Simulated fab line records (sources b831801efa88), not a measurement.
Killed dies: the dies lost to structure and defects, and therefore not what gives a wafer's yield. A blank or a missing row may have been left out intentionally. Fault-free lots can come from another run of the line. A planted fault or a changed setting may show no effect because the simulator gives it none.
Comparing a struck lot with a sound one -- flow sky130 -- 15 steps out of a route of 708
Sound: these wafers, L124.1, L124.4, L124.6. Wafers struck: L133.4, L133.5, L133.6. Last of all comes the cause.
Order at every step that has rows: each side's tool, ch and its chambers, its first start. Under that, the readings that differ: sound wafers -- struck wafers -- difference of the means -- sigmas: that difference in standard deviations of wafers without a fault.
alike: readings with means less than 2 such deviations apart, plus words and numbers identical on both sides. not compared: withheld readings, readings lacking a value on some wafer, bounds such as >300 that could conceal the same value, and numbers that have no deviation in the record and whose values overlap.
The two part at a step that has a row with sigmas, a row that says differs or no value, or rows on one side only. When numbers do not overlap yet have no deviation, they are printed without sigmas and do not part them. A reading missing from all wafers of one side parts the sides only when that side holds two or more wafers.

first, 1 step without rows for these wafers: SKY_VT_ADJUST_PCH_IMPLANT_08.
SKY_VT_ADJUST_PCH_STRIP_09: strips in O2/N2.
  sound on plasma asher-04 ch 0,1, day 12 03:45; struck on plasma asher-03 ch 0,1, day 14 22:48
  alike: chamber pressure mTorr, drypump motor current A, oes product au, strip time to endpoint s
  not compared: rf hours counter h
SKY_VT_ADJUST_PCH_TW_MEAS_10:
  struck on film metro-02, day 14 22:54; sound on film metro-02, day 12 03:51
  alike: VT_ADJUST_PCH_TW
then, 7 steps without rows for these wafers: SKY_SONOS_TUNNEL_DEHYDRATE_00 (time 60 s); SKY_SONOS_TUNNEL_HMDS_01 (prime time 60 s); SKY_SONOS_TUNNEL_COAT_02 (resist thk 1140 nm); SKY_SONOS_TUNNEL_SOFTBAKE_03 (time 60 s); SKY_SONOS_TUNNEL_EXPOSE_04 (exposes mask TUNM, target cd 410 nm); SKY_SONOS_TUNNEL_PEB_05; SKY_SONOS_TUNNEL_DEVELOP_06 (develop time 60 s).
SKY_SONOS_TUNNEL_CD_MEAS_07: target cd 410 nm.
  struck on cd sem-01, day 16 02:34; sound on cd sem-02, day 13 04:31
reading,sound,struck,difference,sigmas
cd nm (nm),407.4 406.2 406.0,411.4 413.0 413.3,+6.0,+3
SKY_SONOS_TUNNEL_OVL_MEAS_08:
  struck on overlay-02, day 16 02:38; sound on overlay-02, day 13 04:38
  alike: SONOS_TUNNEL_OVL
SKY_SONOS_TUNNEL_IMPLANT_09:
  sound on implanter-03 ch 0, day 13 04:40; struck on implanter-03 ch 0, day 16 02:44
reading,sound,struck,difference,sigmas
beam energy keV,20.004 20.002 20.010,18.677 18.683 18.674,-1.327,-99 or more
model.implant.rp nm (nm),65.74 65.74 65.74,61.62 61.62 61.62,-4.12,
model.implant.drp nm (nm),28.34 28.34 28.34,27 27 27,-1,
then, 2 steps without rows for these wafers: SKY_SONOS_TUNNEL_WET_ETCH_10 (etches SiO2 in dHF, target depth 14 nm, time 280 s); SKY_PAD_OPEN_PROBE_99.

WHERE THEY PART
At SKY_SONOS_TUNNEL_CD_MEAS_07 first; at SKY_SONOS_TUNNEL_IMPLANT_09 last (within this record only).

WHY: whatever the simulator had introduced
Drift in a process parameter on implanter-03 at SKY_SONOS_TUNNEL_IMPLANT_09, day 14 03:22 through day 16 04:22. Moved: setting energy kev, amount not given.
